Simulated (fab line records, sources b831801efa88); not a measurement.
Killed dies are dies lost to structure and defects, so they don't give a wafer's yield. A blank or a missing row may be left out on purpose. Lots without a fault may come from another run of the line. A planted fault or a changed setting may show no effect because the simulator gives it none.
Which tool did it? | flow sfq_line | 14 lots, 42 wafers sampled, at 4 steps of a route of 325

WHAT THE GAUGES READ, wafer by wafer
The record holds no reading of a measuring or inspecting step that can be judged against a usual standard deviation.

WHICH TOOL RAN EACH LOT (tool, then ch and the chambers of the sampled wafers, then the start)
lot  | SFQ_TRILAYER_I1_VIA_LITHO_EXPOSE_050 | SFQ_TRILAYER_I2_DEP_PECVD_063   | SFQ_TRILAYER_JJ_CE_STRIP_STRIP_120 | SFQ_TRILAYER_R5_BARC_OPEN_METAL_ETCH_177
L173 | krf_scanner-02 ch 0, day 11 09:21    | pecvd-01 ch 0,1,2, day 15 22:47 | rie_metal-01 ch 0, day 45 23:26    | rie_metal-01 ch 0,1, day 53 08:44
L175 | krf_scanner-02 ch 0, day 18 02:12    | pecvd-01 ch 0,1, day 18 10:18   | rie_metal-04 ch 0,1, day 46 22:26  | rie_metal-01 ch 0,1, day 54 01:33
L176 | krf_scanner-02 ch 0, day 18 04:36    | pecvd-03 ch 0,1, day 18 11:30   | rie_metal-02 ch 0,1, day 47 00:50  | rie_metal-03 ch 0,1, day 54 02:45
L178 | krf_scanner-02 ch 0, day 29 17:20    | pecvd-02 ch 0,1,2, day 30 03:37 | rie_metal-04 ch 0,1, day 55 00:04  | rie_metal-02 ch 0,1, day 60 11:35
L180 | krf_scanner-02, day 30 23:56         | pecvd-01 ch 0,2, day 31 06:28   | rie_metal-04 ch 0,1, day 55 18:22  | rie_metal-03 ch 0,1, day 61 13:32
L181 | krf_scanner-02, day 32 02:20         | pecvd-02 ch 0,1,2, day 32 08:33 | rie_metal-04 ch 0,1, day 56 21:24  | rie_metal-03 ch 1, day 63 02:37
L182 | krf_scanner-01 ch 0, day 32 15:40    | pecvd-03 ch 0,1,2, day 32 21:47 | rie_metal-02 ch 0,1, day 58 02:17  | rie_metal-02 ch 0,1, day 64 00:55
L184 | krf_scanner-01 ch 0, day 33 10:52    | pecvd-01 ch 0,1, day 33 19:09   | rie_metal-01 ch 0,1, day 58 08:17  | rie_metal-02 ch 0,1, day 64 11:57
L188 | krf_scanner-02 ch 0, day 35 05:56    | pecvd-02 ch 1, day 35 14:50     | rie_metal-04 ch 0, day 60 07:17    | rie_metal-03 ch 0,1, day 71 03:20
L190 | krf_scanner-02 ch 0, day 35 10:32    | pecvd-01 ch 0,1,2, day 35 19:13 | rie_metal-01 ch 0,1, day 60 14:17  | rie_metal-02 ch 0,1, day 71 15:20
L191 | krf_scanner-02 ch 0, day 35 13:08    | pecvd-02 ch 0,2, day 35 19:38   | rie_metal-01 ch 0,1, day 60 23:53  | rie_metal-02 ch 0,1, day 72 02:02
L192 | krf_scanner-02 ch 0, day 35 15:32    | pecvd-02 ch 1,2, day 41 00:57   | rie_metal-02 ch 0,1, day 61 04:35  | rie_metal-01 ch 0,1, day 72 05:38
L193 | krf_scanner-02 ch 0, day 35 16:32    | pecvd-03 ch 0,1, day 41 03:31   | rie_metal-02 ch 0,1, day 61 08:11  | rie_metal-01 ch 0,1, day 72 09:14
L195 | krf_scanner-02 ch 0, day 35 20:32    | pecvd-02 ch 0,1, day 41 08:09   | rie_metal-04 ch 0,1, day 61 20:23  | rie_metal-02 ch 0,1, day 72 15:16
- SFQ_TRILAYER_I1_VIA_LITHO_EXPOSE_050: exposes mask I1, target cd 500 nm.
- SFQ_TRILAYER_I2_DEP_PECVD_063: deposits SiO2 from SiH4/N2O, time 111.11 s, target thk 500 nm.
- SFQ_TRILAYER_JJ_CE_STRIP_STRIP_120: strips in O2.
- SFQ_TRILAYER_R5_BARC_OPEN_METAL_ETCH_177: etches BARC in O2, target depth 125 nm, time 41.7 s.

WHAT THE TOOLS THEMSELVES READ (means of the sampled wafers that have a number; where no wafer has one, the mark that the record gives instead)
SFQ_TRILAYER_I1_VIA_LITHO_EXPOSE_050. Usual: exposure_dose_mJ_cm2 21.291, standard deviation 0.021; focus_offset_nm -0.1 nm, standard deviation 0.56.
lot  | tool           | exposure_dose_mJ_cm2 | focus_offset_nm (nm) | flag
L173 | krf_scanner-02 | 21.265               | 0.0                  |
L175 | krf_scanner-02 | 21.330               | -0.5                 |
L176 | krf_scanner-02 | 21.297               | -0.0                 |
L178 | krf_scanner-02 | 21.302               | 0.2                  |
L180 | krf_scanner-02 | -                    | -                    | OFF
L181 | krf_scanner-02 | -                    | -                    | OFF
L182 | krf_scanner-01 | 21.286               | -0.1                 |
L184 | krf_scanner-01 | 21.264               | 0.4                  |
L188 | krf_scanner-02 | 21.275               | -0.0                 |
L190 | krf_scanner-02 | 21.295               | 0.4                  |
L191 | krf_scanner-02 | 21.293               | -1.0                 |
L192 | krf_scanner-02 | 21.281               | -0.6                 |
L193 | krf_scanner-02 | 21.282               | -0.1                 |
L195 | krf_scanner-02 | 21.260               | 0.9                  |

SFQ_TRILAYER_I2_DEP_PECVD_063. Usual: heater_power_outer_w 29 W, standard deviation 5; heater_power_w 84 W, standard deviation 8.2; rf_fwd_power_W 182.2 W, standard deviation 0.66; throttle_valve_pct 24.4 %, standard deviation 1.5.
lot  | tool     | heater_power_outer_w (W) | heater_power_w (W) | rf_fwd_power_W (W) | throttle_valve_pct (%) | flag
L173 | pecvd-01 | 27                       | 85                 | 182.6              | 22.5                   |
L175 | pecvd-01 | 30                       | 86                 | 182.7              | 22.4                   |
L176 | pecvd-03 | 31                       | 85                 | 180.9              | 24.6                   |
L178 | pecvd-02 | 29                       | 82                 | 182.7              | 24.9                   |
L180 | pecvd-01 | 27                       | 88                 | 182.6              | 23.8                   |
L181 | pecvd-02 | 30                       | 82                 | 182.0              | 24.8                   |
L182 | pecvd-03 | 31                       | 86                 | 181.7              | 25.7                   |
L184 | pecvd-01 | 23                       | 78                 | 182.3              | 22.7                   |
L188 | pecvd-02 | 30                       | 85                 | 181.7              | 24.6                   |
L190 | pecvd-01 | 30                       | 89                 | 182.7              | 23.7                   |
L191 | pecvd-02 | 27                       | 78                 | 182.0              | 25.1                   |
L192 | pecvd-02 | 31                       | 87                 | 181.8              | 22.1                   |
L193 | pecvd-03 | 29                       | 80                 | 181.3              | 25.6                   |
L195 | pecvd-02 | 24                       | 75                 | 181.2              | 22.6                   |

SFQ_TRILAYER_JJ_CE_STRIP_STRIP_120. Usual: chamber_pressure_mTorr 50.00 mTorr, standard deviation 0.044; drypump_motor_current_A 5.5 A, standard deviation 0.53; oes_product_au 1.002 a.u., standard deviation 0.0073.
lot  | tool         | chamber_pressure_mTorr (mTorr) | drypump_motor_current_A (A) | oes_product_au (a.u.) | flag
L173 | rie_metal-01 | 50.00                          | 5.3                         | 1.004                 |
L175 | rie_metal-04 | 49.99                          | 5.5                         | 1.005                 |
L176 | rie_metal-02 | 49.96                          | 5.8                         | 0.996                 |
L178 | rie_metal-04 | 50.04                          | 5.1                         | 1.008                 |
L180 | rie_metal-04 | 50.00                          | 5.5                         | 1.005                 |
L181 | rie_metal-04 | 50.02                          | 5.5                         | 0.995                 |
L182 | rie_metal-02 | 49.99                          | 5.8                         | 1.003                 |
L184 | rie_metal-01 | 49.96                          | 5.9                         | 1.009                 |
L188 | rie_metal-04 | 50.02                          | 4.8                         | 0.997                 |
L190 | rie_metal-01 | 49.99                          | 5.9                         | 1.009                 |
L191 | rie_metal-01 | 50.03                          | 5.9                         | 1.003                 |
L192 | rie_metal-02 | 50.02                          | 5.5                         | 0.995                 |
L193 | rie_metal-02 | 50.01                          | 5.5                         | 0.999                 |
L195 | rie_metal-04 | 49.98                          | 5.5                         | 1.004                 |

SFQ_TRILAYER_R5_BARC_OPEN_METAL_ETCH_177. Usual: chamber_pressure_mTorr 10.001 mTorr, standard deviation 0.0087; drypump_motor_current_A 5.9 A, standard deviation 0.51; oes_product_au 0.685 a.u., standard deviation 0.0046; rf_fwd_power_W 614.6 W, standard deviation 2.
lot  | tool         | chamber_pressure_mTorr (mTorr) | drypump_motor_current_A (A) | oes_product_au (a.u.) | rf_fwd_power_W (W) | flag
L173 | rie_metal-01 | 9.999                          | 5.9                         | 0.683                 | 614.9              |
L175 | rie_metal-01 | 10.006                         | 5.9                         | 0.684                 | 612.2              |
L176 | rie_metal-03 | 9.997                          | 6.4                         | 0.687                 | 618.1              |
L178 | rie_metal-02 | 10.001                         | 5.8                         | 0.690                 | 613.6              |
L180 | rie_metal-03 | 10.003                         | 6.3                         | 0.681                 | 616.0              |
L181 | rie_metal-03 | 10.000                         | 6.1                         | 0.685                 | 615.8              |
L182 | rie_metal-02 | 9.998                          | 5.5                         | 0.682                 | 614.3              |
L184 | rie_metal-02 | 9.990                          | 5.5                         | 0.685                 | 614.6              |
L188 | rie_metal-03 | 10.001                         | 6.3                         | 0.686                 | 614.8              |
L190 | rie_metal-02 | 10.006                         | 5.5                         | 0.692                 | 615.5              |
L191 | rie_metal-02 | 10.002                         | 5.8                         | 0.688                 | 615.7              |
L192 | rie_metal-01 | 10.001                         | 5.9                         | 0.687                 | 614.9              |
L193 | rie_metal-01 | 9.998                          | 5.9                         | 0.680                 | 614.1              |
L195 | rie_metal-02 | 10.001                         | 5.5                         | 0.689                 | 614.1              |

THE ANSWER, worked out from the rows above alone
Rule: a lot is off if the mean of its wafers that have a number lies more than 3 standard deviations from the usual mean. A lot without any number at a reading at which 4 lots or more have one is off too. The other lots that the step has rows for count as sound. The gauges are gone through in route order, then the tools' own readings, and for those a lot's mean is taken as printed above. The first step at which some lot is off is used, and at that step the reading that is off furthest; a lot without a number counts as furthest.
Off: L180, L181, at SFQ_TRILAYER_I1_VIA_LITHO_EXPOSE_050 (exposure_dose_mJ_cm2). Without a number there: L180, L181.
A tool fits if, at that step or a process step before it, it ran every lot that is off, and no sound lot after the first of them. None of those tried fits.

WHAT THE SIMULATOR HAD PUT IN
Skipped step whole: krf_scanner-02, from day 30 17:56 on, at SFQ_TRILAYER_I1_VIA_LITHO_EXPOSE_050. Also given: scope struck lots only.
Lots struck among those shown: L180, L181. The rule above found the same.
